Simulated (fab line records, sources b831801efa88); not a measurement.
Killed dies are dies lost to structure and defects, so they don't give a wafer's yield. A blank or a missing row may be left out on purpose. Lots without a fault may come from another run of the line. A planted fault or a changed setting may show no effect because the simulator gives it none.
A struck lot beside a sound one | flow sky130 | 15 steps out of a route of 708
Sound: wafers L429.2, L429.4, L429.5. Struck: wafers L441.3, L441.5, L441.6. The cause comes at the end.
At each step with rows: each side's tool, then ch and its chambers, then its first start. Under that, the readings that differ: sound wafers | struck wafers | difference of the means | sigmas: that difference in standard deviations of wafers without a fault.
alike: readings whose means differ by less than 2 such deviations, and words and numbers that are the same on both sides. not compared: withheld readings, readings that some wafer has no value for, bounds like >300 that may hide the same value, and numbers for which the record gives no deviation and whose values overlap.
The two part at a step that has a row with sigmas, a row that says differs or no value, or rows on one side only. Numbers that don't overlap but have no deviation are shown without sigmas and don't part them. A reading that every wafer of one side lacks parts them only if that side has two wafers or more.

first, 3 steps without rows for these wafers: SKY_SD_P_EXPOSE_04 (exposes mask PSDM, target cd 380 nm); SKY_SD_P_PEB_05; SKY_SD_P_DEVELOP_06 (develop time 60 s).
SKY_SD_P_CD_MEAS_07: target cd 380 nm.
  sound on cd_sem-01, day 26 01:22; struck on cd_sem-01, day 30 02:56
  alike: cd_nm
SKY_SD_P_OVL_MEAS_08:
  sound on overlay-02, day 26 01:29; struck on overlay-02, day 30 03:02
  alike: SD_P_OVL
then, 1 step without rows for these wafers: SKY_SD_P_IMPLANT_09.
SKY_SD_P_STRIP_10: strips in O2/N2.
  sound on plasma_asher-03 ch 0,1, day 26 01:40; struck on plasma_asher-03 ch 0,1, day 30 03:14
  alike: drypump_motor_current_A, o2_flow_sccm, oes_product_au, strip_time_to_endpoint_s
  not compared: rf_hours_counter_h
SKY_SD_P_TW_MEAS_11:
  sound on film_metro-04, day 26 01:46; struck on film_metro-01, day 30 03:20
  alike: SD_P_TW
then, 4 steps without rows for these wafers: SKY_RES_XHIGH_DEHYDRATE_00 (time 60 s); SKY_RES_XHIGH_HMDS_01 (prime time 60 s); SKY_RES_XHIGH_COAT_02 (resist thk 1140 nm); SKY_RES_XHIGH_SOFTBAKE_03 (time 60 s).
SKY_RES_XHIGH_EXPOSE_04: exposes mask URPM, target cd 1270 nm.
  sound on iline_stepper-01 ch 0, day 26 16:01; struck on iline_stepper-01 ch 0, day 30 16:39
  reading                           | sound                   | struck            | difference | sigmas
  model.RES_XHIGH.overlay_x_nm (nm) | -0.6089 -0.6089 -0.6089 | 162.5 162.5 162.5 | +163.1     |
  alike: mask
then, 1 step without rows for these wafers: SKY_RES_XHIGH_PEB_05.
-- the record jumps here: 18 days lie between the struck wafers' starts before and after (it left off in module RES_XHIGH and takes up again in module PAD_OPEN, whose first step shown is number 708 of the route) --
SKY_PAD_OPEN_PROBE_99:
  sound on prober-02, day 46 03:03; struck on prober-02, day 49 01:35
  alike: killed_at_M0_to_M3, killed_at_M4_up, killed_at_contacts, killed_at_front_end, killed_at_other, killed_dies, killed_open, killed_short

WHERE THEY PART
Nowhere in this record.

WHY: what the simulator had put in
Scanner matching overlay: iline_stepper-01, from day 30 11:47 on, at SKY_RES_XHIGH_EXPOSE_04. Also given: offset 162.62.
